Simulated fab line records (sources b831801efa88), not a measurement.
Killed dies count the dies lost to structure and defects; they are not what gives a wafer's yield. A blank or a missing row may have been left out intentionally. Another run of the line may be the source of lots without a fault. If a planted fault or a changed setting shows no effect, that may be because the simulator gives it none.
fab line records :: flow sky130 :: part 2 of 2: steps 26 to 35 of 35
[record]
  lots = 5
  wafers = 15
  last_day = 50
route steps=708 shown METAL2@491 VIA2@507
lots that met no fault: taken from a fault-free run of the same line
start_h: the number of hours between the record's first day and the start of the first shown wafer of the lot :: wait_h: time in hours since the lot's previous step :: " as in the row above :: L1.1+2: several wafers, shown together as one row :: - no value, or no start given :: * or withheld: withheld :: < > ~ a bound
route shown NAME@n: NAME is a module with steps in the file, n the number in the route of the first one :: usual: mean and standard deviation over wafers with no fault :: same: alike in all rows :: chamber/n: place in a boat :: sites: the reading at each site :: _std_site: how widely they spread, as a standard deviation :: _edge_site: the outer-site mean with the inner-site mean subtracted :: radius_mm: how far each site lies from the wafer's centre :: mask NAME#n: copy n :: behind: the most recent tool/chamber to have shaped the wafer :: hold: why the lot went on hold/how many hours it stayed there/how the hold came to an end :: device: whichever transistor did not switch (one of n, p or np) :: end of line: the same wafers' tests at the end of the route :: a step with no rows: only its recipe :: killed: not the wafer's yield, but the dies lost to structure and defects at the first sort :: map: the dies of a wafer, with x for killed, . for not killed, _ for no die there
set.NAME: the setting the step ran with; set.NAME@STEP: the setting that earlier step ran with :: model.NAME: the simulator's own value behind a step, which no gauge read
lots at some steps of the route; a table a step, a row a wafer
services: when a tool's chamber went out of use (start_h, in hours from the record's first day, below 0 if earlier), for how many hours, and the reason
[[steps]]
[step SKY_VIA2_EXPOSE_09]
[recipe]
  mask_id = VIM2
  na = 0.8
  source_shape = annular
  sigma_inner = 0.55
  sigma_outer = 0.85
  target_cd_nm = 200
  dose_mj = 38
[usual]
  exposure_dose_mJ_cm2 = 37.99/0.034
[same]
  sigma_inner = 0.55
lot.wafer: L087.1
tool: krf_scanner-02
chamber: 0
start_h: -
wait_h: -
mask: VIM2#0
exposure_dose_mJ_cm2: 37.99

lot.wafer: L087.3
tool: krf_scanner-02
chamber: 0
start_h: -
wait_h: -
mask: VIM2#0
exposure_dose_mJ_cm2: 38.02

lot.wafer: L087.6
tool: krf_scanner-02
chamber: 0
start_h: -
wait_h: -
mask: VIM2#0
exposure_dose_mJ_cm2: 38.02

lot.wafer: L091.1
tool: krf_scanner-02
chamber: 0
start_h: -
wait_h: -
mask: VIM2#0
exposure_dose_mJ_cm2: 38.06

lot.wafer: L091.3
tool: krf_scanner-02
chamber: 0
start_h: -
wait_h: -
mask: VIM2#0
exposure_dose_mJ_cm2: 38.01

lot.wafer: L091.6
tool: krf_scanner-02
chamber: 0
start_h: -
wait_h: -
mask: VIM2#0
exposure_dose_mJ_cm2: 38.03

lot.wafer: L092.2
tool: krf_scanner-02
chamber: 0
start_h: -
wait_h: -
mask: VIM2#0
exposure_dose_mJ_cm2: 37.98

lot.wafer: L092.3
tool: krf_scanner-02
chamber: 0
start_h: -
wait_h: -
mask: VIM2#0
exposure_dose_mJ_cm2: 38.02

lot.wafer: L092.5
tool: krf_scanner-02
chamber: 0
start_h: -
wait_h: -
mask: VIM2#0
exposure_dose_mJ_cm2: 38.00

lot.wafer: L093.2
tool: krf_scanner-01
chamber: 0
start_h: -
wait_h: -
mask: VIM2#0
exposure_dose_mJ_cm2: 37.96

lot.wafer: L093.3
tool: krf_scanner-01
chamber: 0
start_h: -
wait_h: -
mask: VIM2#0
exposure_dose_mJ_cm2: 37.94

lot.wafer: L093.4
tool: krf_scanner-01
chamber: 0
start_h: -
wait_h: -
mask: VIM2#0
exposure_dose_mJ_cm2: 38.01

lot.wafer: L096.1
tool: krf_scanner-02
chamber: 0
start_h: -
wait_h: -
mask: VIM2#0
exposure_dose_mJ_cm2: 38.01

lot.wafer: L096.5
tool: krf_scanner-02
chamber: 0
start_h: -
wait_h: -
mask: VIM2#0
exposure_dose_mJ_cm2: 38.00

lot.wafer: L096.6
tool: krf_scanner-02
chamber: 0
start_h: -
wait_h: -
mask: VIM2#0
exposure_dose_mJ_cm2: 38.03
[step SKY_VIA2_PEB_10]
[recipe]
  peb_temp_c = withheld
  peb_time_s = withheld
  resist = KrF-thick
[usual]
  exhaust_pa = 45.1/1
lot.wafer: L087.1
tool: litho_track-02
chamber: 0
start_h: -
wait_h: -
exhaust_pa: 47.8

lot.wafer: L087.3
tool: litho_track-02
chamber: 0
start_h: -
wait_h: -
exhaust_pa: 47.4

lot.wafer: L087.6
tool: litho_track-02
chamber: 0
start_h: -
wait_h: -
exhaust_pa: 46.1

lot.wafer: L091.1
tool: litho_track-04
chamber: 0
start_h: -
wait_h: -
exhaust_pa: 44.1

lot.wafer: L091.3
tool: litho_track-04
chamber: 0
start_h: -
wait_h: -
exhaust_pa: 44.7

lot.wafer: L091.6
tool: litho_track-04
chamber: 0
start_h: -
wait_h: -
exhaust_pa: 44.0

lot.wafer: L092.2
tool: litho_track-01
chamber: 0
start_h: -
wait_h: -
exhaust_pa: 44.4

lot.wafer: L092.3
tool: litho_track-01
chamber: 0
start_h: -
wait_h: -
exhaust_pa: 43.5

lot.wafer: L092.5
tool: litho_track-01
chamber: 0
start_h: -
wait_h: -
exhaust_pa: 44.6

lot.wafer: L093.2
tool: litho_track-01
chamber: 0
start_h: -
wait_h: -
exhaust_pa: 45.1

lot.wafer: L093.3
tool: litho_track-01
chamber: 0
start_h: -
wait_h: -
exhaust_pa: 44.5

lot.wafer: L093.4
tool: litho_track-01
chamber: 0
start_h: -
wait_h: -
exhaust_pa: 45.4

lot.wafer: L096.1
tool: litho_track-02
chamber: 0
start_h: -
wait_h: -
exhaust_pa: 42.4

lot.wafer: L096.5
tool: litho_track-02
chamber: 0
start_h: -
wait_h: -
exhaust_pa: 44.4

lot.wafer: L096.6
tool: litho_track-02
chamber: 0
start_h: -
wait_h: -
exhaust_pa: 44.6
[step SKY_VIA2_DEVELOP_11]
[recipe]
  develop_time_s = 60
  resist = KrF-thick
  dev_temp_c = 21
[usual]
  exhaust_pa = 45.0/0.74
[same]
  develop_time_s = 60
lot.wafer: L087.1
tool: litho_track-02
chamber: 0
start_h: -
wait_h: -
exhaust_pa: 45.6

lot.wafer: L087.3
tool: litho_track-02
chamber: 0
start_h: -
wait_h: -
exhaust_pa: 44.9

lot.wafer: L087.6
tool: litho_track-02
chamber: 0
start_h: -
wait_h: -
exhaust_pa: 45.5

lot.wafer: L091.1
tool: litho_track-04
chamber: 0
start_h: -
wait_h: -
exhaust_pa: 43.7

lot.wafer: L091.3
tool: litho_track-04
chamber: 0
start_h: -
wait_h: -
exhaust_pa: 45.4

lot.wafer: L091.6
tool: litho_track-04
chamber: 0
start_h: -
wait_h: -
exhaust_pa: 44.9

lot.wafer: L092.2
tool: litho_track-01
chamber: 0
start_h: -
wait_h: -
exhaust_pa: 44.9

lot.wafer: L092.3
tool: litho_track-01
chamber: 0
start_h: -
wait_h: -
exhaust_pa: 44.8

lot.wafer: L092.5
tool: litho_track-01
chamber: 0
start_h: -
wait_h: -
exhaust_pa: 44.2

lot.wafer: L093.2
tool: litho_track-01
chamber: 0
start_h: -
wait_h: -
exhaust_pa: 44.3

lot.wafer: L093.3
tool: litho_track-01
chamber: 0
start_h: -
wait_h: -
exhaust_pa: 45.5

lot.wafer: L093.4
tool: litho_track-01
chamber: 0
start_h: -
wait_h: -
exhaust_pa: 44.7

lot.wafer: L096.1
tool: litho_track-02
chamber: 0
start_h: -
wait_h: -
exhaust_pa: 45.8

lot.wafer: L096.5
tool: litho_track-02
chamber: 0
start_h: -
wait_h: -
exhaust_pa: 45.4

lot.wafer: L096.6
tool: litho_track-02
chamber: 0
start_h: -
wait_h: -
exhaust_pa: 43.5
[step SKY_VIA2_CD_MEAS_12]
[recipe]
  target_cd_nm = 200
[usual]
  cd_nm = 199.8/1.3
lot.wafer: L087.1
tool: cd_sem-01
chamber: -
start_h: 946.46
wait_h: -
cd_nm: 200.6

lot.wafer: L087.3
tool: cd_sem-01
chamber: -
start_h: 946.46
wait_h: -
cd_nm: 199.9

lot.wafer: L087.6
tool: cd_sem-01
chamber: -
start_h: 946.46
wait_h: -
cd_nm: 200.9

lot.wafer: L091.1
tool: cd_sem-01
chamber: -
start_h: 973.75
wait_h: -
cd_nm: 200.8

lot.wafer: L091.3
tool: cd_sem-01
chamber: -
start_h: 973.75
wait_h: -
cd_nm: 202.2

lot.wafer: L091.6
tool: cd_sem-01
chamber: -
start_h: 973.75
wait_h: -
cd_nm: 202.2

lot.wafer: L092.2
tool: cd_sem-01
chamber: -
start_h: 982.09
wait_h: -
cd_nm: 198.9

lot.wafer: L092.3
tool: cd_sem-01
chamber: -
start_h: 982.09
wait_h: -
cd_nm: 197.3

lot.wafer: L092.5
tool: cd_sem-01
chamber: -
start_h: 982.09
wait_h: -
cd_nm: 197.0

lot.wafer: L093.2
tool: cd_sem-01
chamber: -
start_h: 983.59
wait_h: -
cd_nm: 200.8

lot.wafer: L093.3
tool: cd_sem-01
chamber: -
start_h: 983.59
wait_h: -
cd_nm: 201.5

lot.wafer: L093.4
tool: cd_sem-01
chamber: -
start_h: 983.59
wait_h: -
cd_nm: 201.6

lot.wafer: L096.1
tool: cd_sem-02
chamber: -
start_h: 1000.21
wait_h: -
cd_nm: 198.3

lot.wafer: L096.5
tool: cd_sem-02
chamber: -
start_h: 1000.21
wait_h: -
cd_nm: 199.9

lot.wafer: L096.6
tool: cd_sem-02
chamber: -
start_h: 1000.21
wait_h: -
cd_nm: 198.0
[step SKY_VIA2_OVL_MEAS_13]
[usual]
  VIA2_OVL = -2/5.8
lot.wafer: L087.1
tool: overlay-02
chamber: -
start_h: 946.58
wait_h: 0.1
VIA2_OVL[nm]: -4

lot.wafer: L087.3
tool: overlay-02
chamber: -
start_h: 946.58
wait_h: 0.1
VIA2_OVL[nm]: -3

lot.wafer: L087.6
tool: overlay-02
chamber: -
start_h: 946.58
wait_h: 0.1
VIA2_OVL[nm]: -5

lot.wafer: L091.1
tool: overlay-01
chamber: -
start_h: 973.87
wait_h: 0.1
VIA2_OVL[nm]: -4

lot.wafer: L091.3
tool: overlay-01
chamber: -
start_h: 973.87
wait_h: 0.1
VIA2_OVL[nm]: 2

lot.wafer: L091.6
tool: overlay-01
chamber: -
start_h: 973.87
wait_h: 0.1
VIA2_OVL[nm]: -4

lot.wafer: L092.2
tool: overlay-02
chamber: -
start_h: 982.20
wait_h: 0.1
VIA2_OVL[nm]: 1

lot.wafer: L092.3
tool: overlay-02
chamber: -
start_h: 982.20
wait_h: 0.1
VIA2_OVL[nm]: 1

lot.wafer: L092.5
tool: overlay-02
chamber: -
start_h: 982.20
wait_h: 0.1
VIA2_OVL[nm]: 7

lot.wafer: L093.2
tool: overlay-01
chamber: -
start_h: 983.70
wait_h: 0.1
VIA2_OVL[nm]: -18

lot.wafer: L093.3
tool: overlay-01
chamber: -
start_h: 983.70
wait_h: 0.1
VIA2_OVL[nm]: -4

lot.wafer: L093.4
tool: overlay-01
chamber: -
start_h: 983.70
wait_h: 0.1
VIA2_OVL[nm]: -7

lot.wafer: L096.1
tool: overlay-02
chamber: -
start_h: 1000.33
wait_h: 0.1
VIA2_OVL[nm]: -4

lot.wafer: L096.5
tool: overlay-02
chamber: -
start_h: 1000.33
wait_h: 0.1
VIA2_OVL[nm]: -9

lot.wafer: L096.6
tool: overlay-02
chamber: -
start_h: 1000.33
wait_h: 0.1
VIA2_OVL[nm]: -11
[step SKY_VIA2_ETCH_14]
[recipe]
  chemistry = N2/H2
  target = BARC
  ion_energy_ev = 200
  source_w = 500
  bias_w = 100
  pressure_mtorr = 30
  n2_flow_sccm = 100
  h2_flow_sccm = 200
  stop_on = SiO2
  time_s = 45.9
  target_depth_a = 600
[usual]
  drypump_motor_current_A = 5.9/0.48
  oes_product_au = 0.854/0.005
  throttle_valve_pct = 13.226/0.01
lot.wafer: L087.1
tool: rie_diel-04
chamber: 2
start_h: 946.62
wait_h: 0.0
drypump_motor_current_A: 5.4
oes_product_au: 0.863
rf_hours_counter_h: 9
throttle_valve_pct: 13.222

lot.wafer: L087.3
tool: rie_diel-04
chamber: 0
start_h: 946.62
wait_h: 0.0
drypump_motor_current_A: 6.4
oes_product_au: 0.848
rf_hours_counter_h: 16
throttle_valve_pct: 13.227

lot.wafer: L087.6
tool: rie_diel-04
chamber: 3
start_h: 946.62
wait_h: 0.0
drypump_motor_current_A: 6.0
oes_product_au: 0.863
rf_hours_counter_h: -
throttle_valve_pct: 13.236

lot.wafer: L091.1
tool: rie_diel-02
chamber: 3
start_h: 973.90
wait_h: 0.0
drypump_motor_current_A: 6.4
oes_product_au: 0.853
rf_hours_counter_h: 15
throttle_valve_pct: 13.238

lot.wafer: L091.3
tool: rie_diel-02
chamber: 1
start_h: 973.90
wait_h: 0.0
drypump_motor_current_A: 6.0
oes_product_au: 0.853
rf_hours_counter_h: 17
throttle_valve_pct: 13.227

lot.wafer: L091.6
tool: rie_diel-02
chamber: 3
start_h: 973.90
wait_h: 0.0
drypump_motor_current_A: 6.4
oes_product_au: 0.850
rf_hours_counter_h: -
throttle_valve_pct: 13.229

lot.wafer: L092.2
tool: rie_diel-04
chamber: 1
start_h: 982.23
wait_h: 0.0
drypump_motor_current_A: 6.6
oes_product_au: 0.850
rf_hours_counter_h: 4
throttle_valve_pct: 13.212

lot.wafer: L092.3
tool: rie_diel-04
chamber: 0
start_h: 982.23
wait_h: 0.0
drypump_motor_current_A: 6.4
oes_product_au: 0.853
rf_hours_counter_h: 17
throttle_valve_pct: 13.230

lot.wafer: L092.5
tool: rie_diel-04
chamber: 1
start_h: 982.23
wait_h: 0.0
drypump_motor_current_A: 6.6
oes_product_au: 0.864
rf_hours_counter_h: -
throttle_valve_pct: 13.224

lot.wafer: L093.2
tool: rie_diel-03
chamber: 2
start_h: 983.73
wait_h: 0.0
drypump_motor_current_A: 5.1
oes_product_au: 0.852
rf_hours_counter_h: 20
throttle_valve_pct: 13.231

lot.wafer: L093.3
tool: rie_diel-03
chamber: 3
start_h: 983.73
wait_h: 0.0
drypump_motor_current_A: 5.9
oes_product_au: 0.851
rf_hours_counter_h: 18
throttle_valve_pct: 13.222

lot.wafer: L093.4
tool: rie_diel-03
chamber: 0
start_h: 983.73
wait_h: 0.0
drypump_motor_current_A: 6.1
oes_product_au: 0.851
rf_hours_counter_h: 21
throttle_valve_pct: 13.223

lot.wafer: L096.1
tool: rie_diel-02
chamber: 0
start_h: 1000.37
wait_h: 0.0
drypump_motor_current_A: 6.3
oes_product_au: 0.851
rf_hours_counter_h: 23
throttle_valve_pct: 13.230

lot.wafer: L096.5
tool: rie_diel-02
chamber: 3
start_h: 1000.37
wait_h: 0.0
drypump_motor_current_A: 6.4
oes_product_au: 0.858
rf_hours_counter_h: -
throttle_valve_pct: 13.217

lot.wafer: L096.6
tool: rie_diel-02
chamber: 0
start_h: 1000.37
wait_h: 0.0
drypump_motor_current_A: 6.4
oes_product_au: 0.855
rf_hours_counter_h: -
throttle_valve_pct: 13.222
[step SKY_VIA2_ETCH_15]
[recipe]
  target = SiO2
  chemistry = C4F8/O2/Ar
  target_depth_nm = 546
  stop_on = TiN
  mask_material = KrF-thick
  source_w = 1500
  bias_w = 1200
  pressure_mtorr = 40
  c4f8_flow_sccm = withheld
  O2_flow_sccm = 6
  Ar_flow_sccm = 300
  time_s = 84
[usual]
  oes_product_au = 0.939/0.0042
lot.wafer: L087.1
tool: rie_diel-04
chamber: 2
start_h: 946.66
wait_h: 0.0
oes_product_au: 0.935

lot.wafer: L087.3
tool: rie_diel-04
chamber: 0
start_h: 946.66
wait_h: 0.0
oes_product_au: 0.931

lot.wafer: L087.6
tool: rie_diel-04
chamber: 3
start_h: 946.66
wait_h: 0.0
oes_product_au: 0.940

lot.wafer: L091.1
tool: rie_diel-02
chamber: 3
start_h: 973.95
wait_h: 0.0
oes_product_au: 0.935

lot.wafer: L091.3
tool: rie_diel-02
chamber: 1
start_h: 973.95
wait_h: 0.0
oes_product_au: 0.938

lot.wafer: L091.6
tool: rie_diel-02
chamber: 3
start_h: 973.95
wait_h: 0.0
oes_product_au: 0.944

lot.wafer: L092.2
tool: rie_diel-04
chamber: 1
start_h: 982.27
wait_h: 0.0
oes_product_au: 0.940

lot.wafer: L092.3
tool: rie_diel-04
chamber: 0
start_h: 982.27
wait_h: 0.0
oes_product_au: 0.942

lot.wafer: L092.5
tool: rie_diel-04
chamber: 1
start_h: 982.27
wait_h: 0.0
oes_product_au: 0.941

lot.wafer: L093.2
tool: rie_diel-03
chamber: 2
start_h: 983.77
wait_h: 0.0
oes_product_au: 0.941

lot.wafer: L093.3
tool: rie_diel-03
chamber: 3
start_h: 983.77
wait_h: 0.0
oes_product_au: 0.934

lot.wafer: L093.4
tool: rie_diel-03
chamber: 0
start_h: 983.77
wait_h: 0.0
oes_product_au: 0.937

lot.wafer: L096.1
tool: rie_diel-02
chamber: 0
start_h: 1000.41
wait_h: 0.0
oes_product_au: 0.936

lot.wafer: L096.5
tool: rie_diel-02
chamber: 3
start_h: 1000.41
wait_h: 0.0
oes_product_au: 0.940

lot.wafer: L096.6
tool: rie_diel-02
chamber: 0
start_h: 1000.41
wait_h: 0.0
oes_product_au: 0.935
[step SKY_VIA2_STRIP_16]
[recipe]
  chemistry = O2/N2
  power_w = 1400
  pressure_mtorr = 1500
  platen_temp_c = withheld
  o2_flow_sccm = 3000
  n2_flow_sccm = 300
  overash_fraction = 0.5
[usual]
  drypump_motor_current_A = 5.4/0.43
  oes_product_au = 0.398/0.0047
  strip_time_to_endpoint_s = 4.041/0.023
lot.wafer: L087.1
tool: plasma_asher-03
chamber: 0
start_h: 946.73
wait_h: 0.0
drypump_motor_current_A: 6.0
oes_product_au: 0.396
rf_hours_counter_h: 22
strip_time_to_endpoint_s: 4.059

lot.wafer: L087.3
tool: plasma_asher-03
chamber: 1
start_h: 946.73
wait_h: 0.0
drypump_motor_current_A: 5.9
oes_product_au: 0.403
rf_hours_counter_h: -
strip_time_to_endpoint_s: 4.056

lot.wafer: L087.6
tool: plasma_asher-03
chamber: 0
start_h: 946.73
wait_h: 0.0
drypump_motor_current_A: 6.0
oes_product_au: 0.390
rf_hours_counter_h: -
strip_time_to_endpoint_s: 4.034

lot.wafer: L091.1
tool: plasma_asher-03
chamber: 1
start_h: 974.01
wait_h: 0.0
drypump_motor_current_A: 5.9
oes_product_au: 0.401
rf_hours_counter_h: 25
strip_time_to_endpoint_s: 4.035

lot.wafer: L091.3
tool: plasma_asher-03
chamber: 1
start_h: 974.01
wait_h: 0.0
drypump_motor_current_A: 5.9
oes_product_au: 0.394
rf_hours_counter_h: -
strip_time_to_endpoint_s: 4.057

lot.wafer: L091.6
tool: plasma_asher-03
chamber: 0
start_h: 974.01
wait_h: 0.0
drypump_motor_current_A: 6.0
oes_product_au: 0.397
rf_hours_counter_h: -
strip_time_to_endpoint_s: 4.035

lot.wafer: L092.2
tool: plasma_asher-04
chamber: 1
start_h: 982.33
wait_h: 0.0
drypump_motor_current_A: 5.2
oes_product_au: 0.404
rf_hours_counter_h: 101
strip_time_to_endpoint_s: 4.050

lot.wafer: L092.3
tool: plasma_asher-04
chamber: 0
start_h: 982.33
wait_h: 0.0
drypump_motor_current_A: 5.1
oes_product_au: 0.401
rf_hours_counter_h: -
strip_time_to_endpoint_s: 4.079

lot.wafer: L092.5
tool: plasma_asher-04
chamber: 1
start_h: 982.33
wait_h: 0.0
drypump_motor_current_A: 5.2
oes_product_au: 0.400
rf_hours_counter_h: -
strip_time_to_endpoint_s: 4.062

lot.wafer: L093.2
tool: plasma_asher-03
chamber: 0
start_h: 983.83
wait_h: 0.0
drypump_motor_current_A: 6.0
oes_product_au: 0.390
rf_hours_counter_h: 26
strip_time_to_endpoint_s: 4.029

lot.wafer: L093.3
tool: plasma_asher-03
chamber: 1
start_h: 983.83
wait_h: 0.0
drypump_motor_current_A: 5.8
oes_product_au: 0.398
rf_hours_counter_h: -
strip_time_to_endpoint_s: 4.058

lot.wafer: L093.4
tool: plasma_asher-03
chamber: 0
start_h: 983.83
wait_h: 0.0
drypump_motor_current_A: 6.0
oes_product_au: 0.399
rf_hours_counter_h: -
strip_time_to_endpoint_s: 3.993

lot.wafer: L096.1
tool: plasma_asher-01
chamber: 0
start_h: 1000.48
wait_h: 0.0
drypump_motor_current_A: 4.8
oes_product_au: 0.397
rf_hours_counter_h: 62
strip_time_to_endpoint_s: 4.054

lot.wafer: L096.5
tool: plasma_asher-01
chamber: 1
start_h: 1000.48
wait_h: 0.0
drypump_motor_current_A: 5.5
oes_product_au: 0.400
rf_hours_counter_h: -
strip_time_to_endpoint_s: 4.002

lot.wafer: L096.6
tool: plasma_asher-01
chamber: 0
start_h: 1000.48
wait_h: 0.0
drypump_motor_current_A: 4.8
oes_product_au: 0.407
rf_hours_counter_h: -
strip_time_to_endpoint_s: 4.036
[step SKY_VIA2_STRIP_17]
[recipe]
  chemistry = post_etch_residue_remover
  time_s = 1200
  temp_c = 72.5
lot.wafer: L087.1+3+6
tool: wet_bench-04
chamber: 3
start_h: 946.84
wait_h: 0.1

lot.wafer: L091.1+3+6
tool: wet_bench-03
chamber: 0
start_h: 974.11
wait_h: 0.1

lot.wafer: L092.2+3+5
tool: wet_bench-01
chamber: 3
start_h: 982.43
wait_h: 0.1

lot.wafer: L093.2+3+4
tool: wet_bench-03
chamber: 2
start_h: 983.93
wait_h: 0.1

lot.wafer: L096.1+5+6
tool: wet_bench-01
chamber: 1
start_h: 1000.58
wait_h: 0.1
[step SKY_VIA2_CLEAN_18]
[recipe]
  chemistry = IPA
  time_s = 180
  temp_c = 25
lot.wafer: L087.1+3+6
tool: wet_bench-01
chamber: 1
start_h: 947.18
wait_h: 0.0

lot.wafer: L091.1+3+6
tool: wet_bench-04
chamber: 3
start_h: 974.45
wait_h: 0.0

lot.wafer: L092.2+3+5
tool: wet_bench-04
chamber: 2
start_h: 982.81
wait_h: 0.0

lot.wafer: L093.2+3+4
tool: wet_bench-01
chamber: 0
start_h: 984.27
wait_h: 0.0

lot.wafer: L096.1+5+6
tool: wet_bench-03
chamber: 0
start_h: 1000.92
wait_h: 0.0
[[services]]
tool: cmp-02
chamber: -
start_h: 885.91
hours: 0.3
kind: repair

tool: krf_scanner-02
chamber: -
start_h: 895.71
hours: 1.3
kind: pm

tool: rie_metal-02
chamber: 1
start_h: 901.18
hours: 13.8
kind: repair

tool: rie_diel-04
chamber: 3
start_h: 904.88
hours: 4.0
kind: repair

tool: cmp-01
chamber: -
start_h: 911.56
hours: 3.7
kind: repair

tool: cmp-02
chamber: -
start_h: 912.10
hours: 0.3
kind: repair

tool: cmp-01
chamber: -
start_h: 915.25
hours: 4.0
kind: pm

tool: cmp-02
chamber: -
start_h: 929.83
hours: 0.4
kind: repair

tool: krf_scanner-02
chamber: -
start_h: 935.36
hours: 0.8
kind: pm

tool: plasma_asher-03
chamber: -
start_h: 937.74
hours: 2.8
kind: pm

tool: rie_metal-03
chamber: -
start_h: 939.76
hours: 9.0
kind: repair

tool: hdpcvd-01
chamber: -
start_h: 950.25
hours: 15.0
kind: pm

tool: hdpcvd-01
chamber: 0
start_h: 950.25
hours: 15.0
kind: vent_cycle

tool: krf_scanner-02
chamber: -
start_h: 950.92
hours: 4.3
kind: repair

tool: rie_diel-03
chamber: 3
start_h: 952.39
hours: 1.4
kind: repair

tool: rie_diel-04
chamber: 0
start_h: 953.94
hours: 7.1
kind: repair

tool: krf_scanner-02
chamber: -
start_h: 961.47
hours: 0.3
kind: repair

tool: rie_diel-04
chamber: 1
start_h: 971.05
hours: 7.3
kind: repair

tool: rie_diel-04
chamber: -
start_h: 971.57
hours: 0.5
kind: repair

tool: rie_diel-04
chamber: 0
start_h: 982.91
hours: 3.1
kind: repair

tool: hdpcvd-01
chamber: 1
start_h: 987.14
hours: 2.8
kind: repair

tool: wet_bench-01
chamber: -
start_h: 990.52
hours: 1.5
kind: repair

tool: krf_scanner-02
chamber: -
start_h: 991.35
hours: 0.5
kind: repair

tool: krf_scanner-02
chamber: -
start_h: 996.64
hours: 1.5
kind: repair
